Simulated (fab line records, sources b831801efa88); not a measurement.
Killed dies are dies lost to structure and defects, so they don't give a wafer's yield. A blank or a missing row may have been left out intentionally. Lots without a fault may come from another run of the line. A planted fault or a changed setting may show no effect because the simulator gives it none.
Which tool did it? || flow sky130 || 33 wafers sampled from 11 lots at 1 step of a route of 708

== WHAT THE GAUGES SHOWED, per wafer ==
SKY_GATE_OXIDE_TW_MEAS_14.
{"lot": "L480", "measured": "day 13 17:46", "on": "film_metro-01", "GATE_OXIDE_TW": "231 230 230"}
{"lot": "L482", "measured": "day 14 13:14", "on": "film_metro-04", "GATE_OXIDE_TW": "221 220 221"}
{"lot": "L484", "measured": "day 15 05:26", "on": "film_metro-01", "GATE_OXIDE_TW": "230 231 231"}
{"lot": "L485", "measured": "day 15 16:31", "on": "film_metro-04", "GATE_OXIDE_TW": "222 222 221"}
{"lot": "L487", "measured": "day 16 09:32", "on": "film_metro-04", "GATE_OXIDE_TW": "223 222 223"}
{"lot": "L496", "measured": "day 19 10:10", "on": "film_metro-02", "GATE_OXIDE_TW": "226 225 224"}
{"lot": "L497", "measured": "day 20 05:59", "on": "film_metro-02", "GATE_OXIDE_TW": "225 227 225"}
{"lot": "L498", "measured": "day 20 07:08", "on": "film_metro-01", "GATE_OXIDE_TW": "230 230 230"}
{"lot": "L499", "measured": "day 20 14:29", "on": "film_metro-01", "GATE_OXIDE_TW": "228 231 231"}
{"lot": "L502", "measured": "day 21 10:38", "on": "film_metro-04", "GATE_OXIDE_TW": "224 222 224"}
{"lot": "L503", "measured": "day 21 16:19", "on": "film_metro-04", "GATE_OXIDE_TW": "222 224 223"}

== WHAT TOOL EACH LOT RAN ON (gives the tool, then ch and the chambers of the sampled wafers, and finally the start) ==
No process step before these readings appears in the record.

== WHAT THE TOOLS THEMSELVES READ (means of the sampled wafers that have a number; where no wafer has one, the mark that the record gives instead) ==
The record holds no such reading with a usual standard deviation.

== THE ANSWER, worked out from the rows above alone ==
Rule: the lots themselves supply what counts as usual. Put in order of their means at a reading, lots are off if they are a third of the lots or fewer, leave a main group of 4 or more, and stand apart from it by a gap of 3 or more times the standard deviation of the main group's means; of several such gaps the widest counts. A main group whose means are all the same, to the digits that the tables above print for the reading, isn't used. Also off: a lot with no number at a reading for which 4 or more lots have one. Any other lot the step has rows for is counted as sound. The gauges are gone through in route order, then the tools' own readings, and for those a lot's mean is taken as printed above. At the first step where some lot is off, the reading lying furthest off is the one used; lots without a number count as furthest.
No lot is off on any of the readings shown, so nothing can be concluded from this.

== WHAT THE SIMULATOR HAD INSERTED ==
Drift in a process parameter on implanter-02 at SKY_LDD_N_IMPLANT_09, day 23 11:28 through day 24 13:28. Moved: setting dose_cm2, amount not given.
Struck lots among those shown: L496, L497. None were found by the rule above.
